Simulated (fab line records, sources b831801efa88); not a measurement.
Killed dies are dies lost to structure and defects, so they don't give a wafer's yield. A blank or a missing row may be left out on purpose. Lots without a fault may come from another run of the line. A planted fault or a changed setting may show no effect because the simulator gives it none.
fab line records | flow sky130
record lots=11 wafers=33 last_day=52
route steps=708 shown FIELD_ISO@17 DNWELL@43 VT_ADJUST_LVTN@99 VT_ADJUST_NCORE@130 VT_ADJUST_HVTR@139 PAD_OPEN@708
lots that met no fault: from a run of the same line without faults
start_h: hours from the record's first day to the start of the lot's first wafer shown | wait_h: hours since the lot's step before | " the same as in the row above | L1.1+2: a row that stands for several wafers | - no value, or no start given | * or withheld: withheld | < > ~ a bound
route shown NAME@n: a module of which the file shows steps, and the number in the route of the first | usual: mean/standard deviation of fault-free wafers | same: alike in all rows | chamber/n: place in a boat | sites: the reading at each site | _std_site: their standard deviation | _edge_site: outer sites' mean less inner sites' | radius_mm: how far each site lies from the wafer's centre | mask NAME#n: copy n | behind: the tool/chamber that last shaped the wafer | hold: why the lot was held/for how many hours/how that ended | device: the transistor (n, p or np) that didn't switch | end of line: the same wafers' tests at the end of the route | a step without rows: its recipe alone | killed: dies lost to structure and defects at the first sort, not the wafer's yield | map: a wafer's dies, x killed, . not, _ none there
set.NAME: the setting as run; set.NAME@STEP: as run at that earlier step | model.NAME: the simulator's own value behind a step, which no gauge read
steps of the route over a sample of lots; a table a step, a row a wafer
services: from which hour (start_h, from the record's first day; less than 0 if before it) a tool's chamber was out of use, for how many hours, and why
## steps
# step SKY_FIELD_ISO_STRIP_16
# recipe chemistry=O2/N2 power_w=1400 pressure_mtorr=1500 platen_temp_c=withheld o2_flow_sccm=3000 n2_flow_sccm=300 overash_fraction=0.5
# usual drypump_motor_current_A=5.92/0.17 oes_product_au=0.378/0.0049 strip_time_to_endpoint_s=3.55/0.04
# columns lot.wafer tool chamber start_h wait_h drypump_motor_current_A oes_product_au rf_hours_counter_h strip_time_to_endpoint_s
L332.1 plasma_asher-02 1 33.26 0.0 5.99 0.369 34 3.59
L332.3 " 0 " " 5.96 0.380 - 3.53
L332.6 " 1 " " 5.95 0.374 - 3.50
L337.1 plasma_asher-03 0 60.56 0.0 5.83 0.379 23 3.62
L337.2 " 1 " " 6.18 0.378 23 3.54
L337.6 " 0 " " 5.87 0.370 - 3.54
L339.2 plasma_asher-02 1 69.18 0.0 5.98 0.380 38 3.63
L339.3 " 0 " " 5.96 0.379 - 3.55
L339.4 " 1 " " 5.94 0.366 - 3.56
L341.1 plasma_asher-03 1 81.38 0.0 6.15 0.385 25 3.60
L341.3 " 1 " " 6.14 0.386 - 3.54
L341.6 " 0 " " 5.84 0.382 - 3.59
L342.1 plasma_asher-03 0 87.88 0.0 5.82 0.376 26 3.49
L342.2 " 1 " " 6.15 0.378 26 3.54
L342.4 " 1 " " 6.15 0.367 - 3.53
L343.2 plasma_asher-02 0 92.26 0.0 5.98 0.381 40 3.59
L343.4 " 0 " " 5.98 0.389 - 3.59
L343.5 " 0 " " 5.98 0.379 - 3.59
L345.1 plasma_asher-04 0 102.41 0.0 5.57 0.376 43 3.58
L345.4 " 0 " " 5.55 0.376 - 3.52
L345.6 " 1 " " 5.92 0.376 - 3.54
L346.1 plasma_asher-04 0 106.81 0.0 5.56 0.376 44 3.58
L346.2 " 1 " " 5.88 0.373 44 3.51
L346.5 " 0 " " 5.55 0.378 - 3.59
L348.1 plasma_asher-03 1 115.38 0.0 6.13 0.381 28 3.52
L348.3 " 0 " " 5.84 0.384 - 3.63
L348.6 " 0 " " 5.83 0.374 - 3.50
L352.2 plasma_asher-03 0 207.05 0.0 5.85 0.372 36 3.52
L352.3 " 0 " " 5.84 0.374 - 3.46
L352.4 " 1 " " 6.14 0.380 - 3.56
L353.2 plasma_asher-04 0 207.28 0.0 5.56 0.388 53 3.56
L353.4 " 0 " " 5.57 0.391 - 3.57
L353.6 " 0 " " 5.55 0.374 - 3.53
# step SKY_DNWELL_STRIP_08
# recipe chemistry=O2/N2 power_w=1400 pressure_mtorr=1500 platen_temp_c=withheld o2_flow_sccm=3000 n2_flow_sccm=300 overash_fraction=0.5
# usual drypump_motor_current_A=5.85/0.27 oes_product_au=0.722/0.0044 strip_time_to_endpoint_s=36.90/0.12
# columns lot.wafer tool chamber start_h wait_h drypump_motor_current_A oes_product_au rf_hours_counter_h strip_time_to_endpoint_s
L332.1 plasma_asher-04 1 56.74 0.1 5.89 0.723 39 36.92
L332.3 " 0 " " 5.55 0.725 - 37.05
L332.6 " 0 " " 5.56 0.718 - 36.92
L337.1 plasma_asher-03 0 84.96 0.1 5.85 0.719 26 36.83
L337.2 " 1 " " 6.14 0.724 26 36.92
L337.6 " 1 " " 6.16 0.727 - 37.00
L339.2 plasma_asher-04 0 96.89 0.1 5.53 0.715 42 37.01
L339.3 " 1 " " 5.87 0.722 - 36.98
L339.4 " 0 " " 5.55 0.714 - 36.95
L341.1 plasma_asher-03 1 105.31 0.1 6.16 0.721 26 36.77
L341.3 " 1 " " 6.16 0.721 - 36.76
L341.6 " 0 " " 5.83 0.721 - 36.77
L342.1 plasma_asher-04 1 111.46 0.1 5.84 0.721 44 36.87
L342.2 " 0 " " 5.57 0.719 44 36.80
L342.4 " 1 " " 5.92 0.719 - 36.82
L343.2 plasma_asher-04 0 114.66 0.1 5.55 0.727 45 36.81
L343.4 " 0 " " 5.56 0.725 - 36.79
L343.5 " 1 " " 5.89 0.722 - 36.76
L345.1 plasma_asher-03 0 125.36 0.1 5.83 0.722 29 37.03
L345.4 " 1 " " 6.16 0.722 - 37.02
L345.6 " 0 " " 5.84 0.723 - 36.96
L346.1 plasma_asher-03 1 130.21 0.1 6.18 0.727 29 36.68
L346.2 " 0 " " 5.83 0.728 29 36.76
L346.5 " 0 " " 5.83 0.728 - 36.66
L348.1 plasma_asher-03 1 137.64 0.1 6.16 0.724 30 36.98
L348.3 " 0 " " 5.85 0.724 - 36.96
L348.6 " 1 " " 6.16 0.723 - 37.03
L352.2 plasma_asher-03 1 247.61 0.1 6.16 0.724 40 37.01
L352.3 " 0 " " 5.84 0.724 - 37.02
L352.4 " 1 " " 6.16 0.720 - 37.03
L353.2 plasma_asher-03 1 248.04 0.1 6.14 0.721 41 37.04
L353.4 " 1 " " 6.16 0.724 - 37.24
L353.6 " 0 " " 5.83 0.721 - 37.14
# step SKY_VT_ADJUST_LVTN_COAT_02
# recipe spin_rpm=2000 resist_thk_nm=3000
# usual chill_plate_temp_C=22.99/0.11 dispense_pressure_kPa=48/3.3 exhaust_pa=45.0/0.81
# columns lot.wafer tool chamber start_h wait_h chill_plate_temp_C dispense_pressure_kPa exhaust_pa
L332.1 litho_track-01 0 131.26 0.1 22.89 50 45.2
L332.3 " 0 " " 22.94 50 46.2
L332.6 " 0 " " 23.00 50 44.9
L337.1 litho_track-01 0 156.91 0.1 23.21 50 44.4
L337.2 " 0 " " 23.08 50 44.2
L337.6 " 0 " " 23.11 50 44.8
L339.2 litho_track-03 0 166.01 0.1 23.13 51 44.6
L339.3 " 0 " " 23.04 51 46.0
L339.4 " 0 " " 23.26 51 44.6
L341.1 litho_track-01 - 170.46 0.1 - - -
L341.3 " - " " - - -
L341.6 " - " " - - -
L342.1 litho_track-01 - 174.06 0.1 - - -
L342.2 " - " " - - -
L342.4 " - " " - - -
L343.2 litho_track-01 - 177.24 0.1 - - -
L343.4 " - " " - - -
L343.5 " - " " - - -
L345.1 litho_track-01 0 183.16 0.1 22.89 50 45.1
L345.4 " 0 " " 22.79 50 44.3
L345.6 " 0 " " 23.09 50 46.3
L346.1 litho_track-01 0 185.96 0.1 22.87 50 45.4
L346.2 " 0 " " 23.01 50 44.1
L346.5 " 0 " " 22.83 50 43.4
L348.1 litho_track-03 0 190.99 0.1 22.95 51 45.1
L348.3 " 0 " " 23.02 51 45.8
L348.6 " 0 " " 23.02 51 44.4
L352.2 litho_track-03 0 358.16 0.1 22.99 51 44.6
L352.3 " 0 " " 22.90 51 44.6
L352.4 " 0 " " 23.03 51 45.8
L353.2 litho_track-03 0 359.46 0.1 23.03 51 44.5
L353.4 " 0 " " 23.18 51 44.9
L353.6 " 0 " " 22.98 51 46.0
# step SKY_VT_ADJUST_LVTN_OVL_MEAS_07
# usual VT_ADJUST_LVTN_OVL=-0.1/1.5
# columns lot.wafer tool chamber start_h wait_h VT_ADJUST_LVTN_OVL[nm]
L332.1 overlay-02 - 138.51 - -1.1
L332.3 " - " " -0.7
L332.6 " - " " 0.4
L337.1 overlay-01 - 163.66 - 0.3
L337.2 " - " " 0.7
L337.6 " - " " -0.5
L339.2 overlay-02 - 172.19 - -0.1
L339.3 " - " " -0.6
L339.4 " - " " 0.2
L341.1 overlay-01 - 175.74 - -
L341.3 " - " " -
L341.6 " - " " -
L342.1 overlay-01 - 179.34 - -
L342.2 " - " " -
L342.4 " - " " -
L343.2 overlay-01 - 182.84 - -
L343.4 " - " " -
L343.5 " - " " -
L345.1 overlay-01 - 187.76 - -1.1
L345.4 " - " " 0.0
L345.6 " - " " 0.3
L346.1 overlay-02 - 190.51 - -0.9
L346.2 " - " " 1.9
L346.5 " - " " 0.9
L348.1 overlay-02 - 204.64 - -1.9
L348.3 " - " " 0.9
L348.6 " - " " -1.8
L352.2 overlay-02 - 372.56 - -0.5
L352.3 " - " " 3.5
L352.4 " - " " -0.2
L353.2 overlay-01 - 374.06 - -0.2
L353.4 " - " " 0.7
L353.6 " - " " 0.2
# step SKY_VT_ADJUST_LVTN_TW_MEAS_21
# usual VT_ADJUST_LVTN_2_TW=187.8/2
# columns lot.wafer tool chamber start_h wait_h VT_ADJUST_LVTN_2_TW
L332.1 film_metro-03 - 152.77 0.1 189.4
L332.3 " - " " 189.7
L332.6 " - " " 189.1
L337.1 film_metro-04 - 175.69 0.1 189.4
L337.2 " - " " 190.2
L337.6 " - " " 189.3
L339.2 film_metro-03 - 182.78 0.1 188.9
L339.3 " - " " 190.2
L339.4 " - " " 190.2
L341.1 film_metro-02 - 185.95 0.1 264.5
L341.3 " - " " 264.4
L341.6 " - " " 264.6
L342.1 film_metro-02 - 188.84 0.1 265.3
L342.2 " - " " 265.7
L342.4 " - " " 265.3
L343.2 film_metro-02 - 192.83 0.1 264.4
L343.4 " - " " 264.7
L343.5 " - " " 263.4
L345.1 film_metro-02 - 207.65 0.1 186.6
L345.4 " - " " 186.0
L345.6 " - " " 186.6
L346.1 film_metro-03 - 213.59 0.1 190.5
L346.2 " - " " 190.2
L346.5 " - " " 190.3
L348.1 film_metro-02 - 222.78 0.1 185.7
L348.3 " - " " 186.4
L348.6 " - " " 185.5
L352.2 film_metro-02 - 401.30 0.1 186.0
L352.3 " - " " 185.5
L352.4 " - " " 187.1
L353.2 film_metro-03 - 402.63 0.1 189.8
L353.4 " - " " 190.8
L353.6 " - " " 190.2
# step SKY_VT_ADJUST_NCORE_TW_MEAS_11
# usual VT_ADJUST_NCORE_TW=218.6/2.2
# columns lot.wafer tool chamber start_h wait_h VT_ADJUST_NCORE_TW
L332.1 film_metro-03 - 165.64 0.1 221.8
L332.3 " - " " 223.2
L332.6 " - " " 222.0
L337.1 film_metro-01 - 185.64 0.1 215.9
L337.2 " - " " 216.1
L337.6 " - " " 217.2
L339.2 film_metro-01 - 192.65 0.1 217.0
L339.3 " - " " 217.9
L339.4 " - " " 216.9
L341.1 film_metro-04 - 202.26 0.1 279.9
L341.3 " - " " 280.3
L341.6 " - " " 279.0
L342.1 film_metro-03 - 211.04 0.2 285.2
L342.2 " - " " 284.3
L342.4 " - " " 285.9
L343.2 film_metro-01 - 215.60 0.1 279.5
L343.4 " - " " 280.5
L343.5 " - " " 281.3
L345.1 film_metro-04 - 224.63 0.1 216.8
L345.4 " - " " 217.2
L345.6 " - " " 217.7
L346.1 film_metro-03 - 229.11 0.1 220.7
L346.2 " - " " 220.8
L346.5 " - " " 219.3
L348.1 film_metro-01 - 237.44 0.1 215.9
L348.3 " - " " 217.0
L348.6 " - " " 215.9
L352.2 film_metro-04 - 430.25 0.1 216.2
L352.3 " - " " 216.6
L352.4 " - " " 217.1
L353.2 film_metro-01 - 431.75 0.1 216.5
L353.4 " - " " 215.8
L353.6 " - " " 215.8
# step SKY_VT_ADJUST_HVTR_OVL_MEAS_08
# usual VT_ADJUST_HVTR_OVL=-0.5/1.4
# columns lot.wafer tool chamber start_h wait_h VT_ADJUST_HVTR_OVL[nm]
L332.1 overlay-02 - 176.91 0.1 0.2
L332.3 " - " " 1.3
L332.6 " - " " 0.0
L337.1 overlay-01 - 200.81 0.1 0.2
L337.2 " - " " 1.2
L337.6 " - " " 1.8
L339.2 overlay-01 - 215.01 0.1 -1.0
L339.3 " - " " -0.1
L339.4 " - " " -1.1
L341.1 overlay-02 - 218.96 0.1 0.4
L341.3 " - " " -1.6
L341.6 " - " " -0.1
L342.1 overlay-01 - 226.93 0.1 -2.0
L342.2 " - " " -2.0
L342.4 " - " " -1.3
L343.2 overlay-02 - 230.32 0.1 -0.2
L343.4 " - " " -3.4
L343.5 " - " " -1.9
L345.1 overlay-01 - 239.11 0.1 -0.2
L345.4 " - " " 1.3
L345.6 " - " " 1.9
L346.1 overlay-02 - 246.56 0.1 -1.4
L346.2 " - " " -0.4
L346.5 " - " " -0.5
L348.1 overlay-01 - 258.28 0.1 -1.4
L348.3 " - " " -1.0
L348.6 " - " " -1.6
L352.2 overlay-02 - 460.36 0.1 -1.6
L352.3 " - " " -1.3
L352.4 " - " " -2.5
L353.2 overlay-02 - 461.61 0.1 0.9
L353.4 " - " " 0.2
L353.6 " - " " 1.0
# step SKY_PAD_OPEN_PROBE_99
# usual killed_at_M0_to_M3=43/7 killed_at_M4_up=2.7/1.6 killed_at_contacts=24/5.3 killed_at_front_end=16/4.6 killed_at_other=0.3/0.53 killed_dies=86/9.3 killed_on_rim=17/4 killed_open=47/6.9 killed_short=38/6.1
# same gross_dies=492 killed_at_back_side=0
# columns lot.wafer tool chamber start_h wait_h killed_at_M0_to_M3 killed_at_M4_up killed_at_contacts killed_at_front_end killed_at_other killed_dies killed_on_rim killed_open killed_short
L337.1 prober-02 - 1057.71 0.1 41 5 30 11 0 87 21 42 45
L337.2 prober-02 - 1057.76 0.1 49 2 21 11 2 85 14 44 41
L337.6 prober-02 - 1057.96 0.2 43 1 14 14 0 72 18 47 25
L339.2 prober-01 - 1077.31 0.1 47 2 24 13 0 86 20 53 33
L339.3 prober-01 - 1077.36 0.2 47 2 24 12 0 85 9 44 41
L339.4 prober-01 - 1077.41 0.2 54 3 21 12 0 90 19 43 47
L341.1 prober-02 - 1078.81 0.1 49 2 32 408 1 492 96 53 42
L341.3 prober-02 - 1078.91 0.2 42 1 25 424 0 492 96 52 29
L341.6 prober-02 - 1079.06 0.2 44 4 22 421 1 492 96 42 44
L342.1 prober-02 - 1083.26 0.1 52 1 27 412 0 492 96 62 42
L342.2 prober-02 - 1083.31 0.1 53 1 18 420 0 492 96 55 34
L342.4 prober-02 - 1083.41 0.2 37 2 18 434 1 492 96 37 40
L343.2 prober-01 - 1090.36 0.1 32 1 23 436 0 492 96 40 28
L343.4 prober-01 - 1090.46 0.2 34 3 33 422 0 492 96 50 35
L343.5 prober-01 - 1090.51 0.2 36 3 27 426 0 492 96 42 40
# killed by level:class
L337.1 CONTACT:geometric_particle:short=10 VIA1:geometric_particle:short=8 VIA2:geometric_particle:open=8 VIA3:geometric_particle:open=7 CONTACT:geometric_particle:open=7 LI_CONTACT:geometric_particle:open=6 METAL1:geometric_particle:short=5 METAL2:geometric_particle:short=5
L337.2 LI_CONTACT:geometric_particle:open=10 VIA3:geometric_particle:open=9 VIA1:geometric_particle:open=7 VIA2:geometric_particle:open=6 VIA3:geometric_particle:short=6 CONTACT:geometric_particle:open=5 METAL1:geometric_particle:short=5 VIA1:geometric_particle:short=5
L337.6 VIA1:geometric_particle:open=13 VIA1:geometric_particle:short=8 LI_CONTACT:geometric_particle:open=7 VIA3:geometric_particle:open=7 FIELD_ISO:geometric_particle:open=5 POLY_GATE:geometric_particle:open=4 CONTACT:geometric_particle:open=4 VIA2:geometric_particle:open=4
L339.2 VIA1:geometric_particle:open=17 CONTACT:geometric_particle:open=9 CONTACT:geometric_particle:short=6 LI_CONTACT:geometric_particle:open=5 VIA2:geometric_particle:open=5 VIA1:geometric_particle:short=5 METAL2:geometric_particle:short=5 VIA3:geometric_particle:open=5
L339.3 VIA1:geometric_particle:open=10 VIA3:geometric_particle:open=8 CONTACT:geometric_particle:short=6 VIA2:geometric_particle:open=6 LI_CONTACT:geometric_particle:open=5 CONTACT:geometric_particle:open=5 METAL1:geometric_particle:short=5 VIA3:geometric_particle:short=5
L339.4 VIA1:geometric_particle:open=9 METAL1:geometric_particle:short=9 CONTACT:geometric_particle:open=8 VIA3:geometric_particle:open=8 VIA2:geometric_particle:open=7 VIA3:geometric_particle:short=6 LOCAL_INTERCONNECT:geometric_particle:short=5 METAL2:geometric_particle:short=5
L341.1 VT_ADJUST_LVTN:area_expose=397 LI_CONTACT:geometric_particle:open=12 CONTACT:geometric_particle:open=11 VIA1:geometric_particle:open=10 METAL1:geometric_particle:short=8 VIA3:geometric_particle:open=8 METAL2:geometric_particle:short=7 VIA2:geometric_particle:short=6
L341.3 VT_ADJUST_LVTN:area_expose=411 CONTACT:geometric_particle:open=13 VIA1:geometric_particle:open=13 LI_CONTACT:geometric_particle:open=6 VIA3:geometric_particle:open=5 FIELD_ISO:geometric_particle:short=4 METAL1:geometric_particle:open=4 METAL2:geometric_particle:short=4
L341.6 VT_ADJUST_LVTN:area_expose=406 METAL2:geometric_particle:short=7 VIA2:geometric_particle:open=7 CONTACT:geometric_particle:short=6 LI_CONTACT:geometric_particle:open=6 LOCAL_INTERCONNECT:geometric_particle:short=6 METAL1:geometric_particle:short=6 VIA1:geometric_particle:open=6
L342.1 VT_ADJUST_LVTN:area_expose=388 VIA3:geometric_particle:open=10 VIA1:geometric_particle:open=10 LI_CONTACT:geometric_particle:open=8 CONTACT:geometric_particle:open=8 METAL2:geometric_particle:short=7 VIA2:geometric_particle:open=7 VIA1:geometric_particle:short=6
L342.2 VT_ADJUST_LVTN:area_expose=403 VIA1:geometric_particle:open=12 LI_CONTACT:geometric_particle:open=9 VIA3:geometric_particle:open=8 METAL1:geometric_particle:short=7 CONTACT:geometric_particle:open=5 VIA2:geometric_particle:open=5 POLY_GATE:geometric_particle:short=4
L342.4 VT_ADJUST_LVTN:area_expose=415 VIA1:geometric_particle:open=10 FIELD_ISO:geometric_particle:short=7 CONTACT:geometric_particle:short=7 CONTACT:geometric_particle:open=5 VIA3:geometric_particle:open=5 POLY_GATE:geometric_particle:open=4 LOCAL_INTERCONNECT:geometric_particle:short=4
L343.2 VT_ADJUST_LVTN:area_expose=424 LI_CONTACT:geometric_particle:open=8 CONTACT:geometric_particle:open=7 METAL1:geometric_particle:short=7 FIELD_ISO:geometric_particle:open=5 VIA1:geometric_particle:open=5 VIA3:geometric_particle:open=5 POLY_GATE:geometric_particle:short=4
L343.4 VT_ADJUST_LVTN:area_expose=407 CONTACT:geometric_particle:open=12 LI_CONTACT:geometric_particle:open=11 METAL1:geometric_particle:short=6 VIA3:geometric_particle:open=6 FIELD_ISO:geometric_particle:short=5 POLY_GATE:geometric_particle:short=4 VIA2:geometric_particle:open=4
L343.5 VT_ADJUST_LVTN:area_expose=410 CONTACT:geometric_particle:short=9 CONTACT:geometric_particle:open=9 VIA1:geometric_particle:open=8 METAL2:geometric_particle:short=5 POLY_GATE:geometric_particle:short=4 POLY_GATE:geometric_particle:open=4 SPACER:geometric_particle:open=4
## services
# columns tool chamber start_h hours kind
plasma_asher-03 - 29.57 14.6 pm
plasma_asher-04 - 37.63 0.7 repair
plasma_asher-03 - 90.53 4.4 repair
plasma_asher-03 - 95.49 8.4 repair
plasma_asher-04 - 228.94 2.8 pm
plasma_asher-03 - 277.60 1.3 repair
plasma_asher-02 - 297.63 0.9 repair
litho_track-03 - 324.76 - consumable_replace:filter
plasma_asher-02 - 337.01 1.3 repair
plasma_asher-02 - 352.14 0.8 repair
## key
first_sign step=SKY_VT_ADJUST_LVTN_COAT_02 reading=tool_record direction=missing
effect step=SKY_VT_ADJUST_LVTN_OVL_MEAS_07 reading=VT_ADJUST_LVTN_OVL direction=missing
effect step=SKY_VT_ADJUST_LVTN_TW_MEAS_21 reading=VT_ADJUST_LVTN_2_TW direction=up sigmas=38 usual=187.8 struck=264.7
effect step=SKY_VT_ADJUST_NCORE_TW_MEAS_11 reading=VT_ADJUST_NCORE_TW direction=up sigmas=29 usual=218.6 struck=281.8
effect step=SKY_PAD_OPEN_PROBE_99 reading=killed_at_front_end direction=up sigmas=88 usual=16 struck=423
more_kills_born_at SKY_VT_ADJUST_LVTN_EXPOSE_04@iline_stepper-02=2455 SKY_VT_ADJUST_LVTN_EXPOSE_04@iline_stepper-01=1206
met_at SKY_VT_ADJUST_LVTN_COAT_02
struck_lots L341,L342,L343
tester_left_out L341,L342,L343
not_acting_at SKY_FIELD_ISO_STRIP_16,SKY_DNWELL_STRIP_08,SKY_VT_ADJUST_HVTR_OVL_MEAS_08
onset_between 156.91 170.46
fault kind=skipped_step_whole tool=litho_track-01 chamber=- onset_h=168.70 steps=SKY_VT_ADJUST_LVTN_COAT_02 scope=struck_lots_only
# tester_left_out: of these lots the tester's yield and bins aren't shown, on N5 and GAA mostly nor the transistor test; their killed dies are dies lost to structure and defects alone, not to doping, threshold or leakage, so they don't give the yield
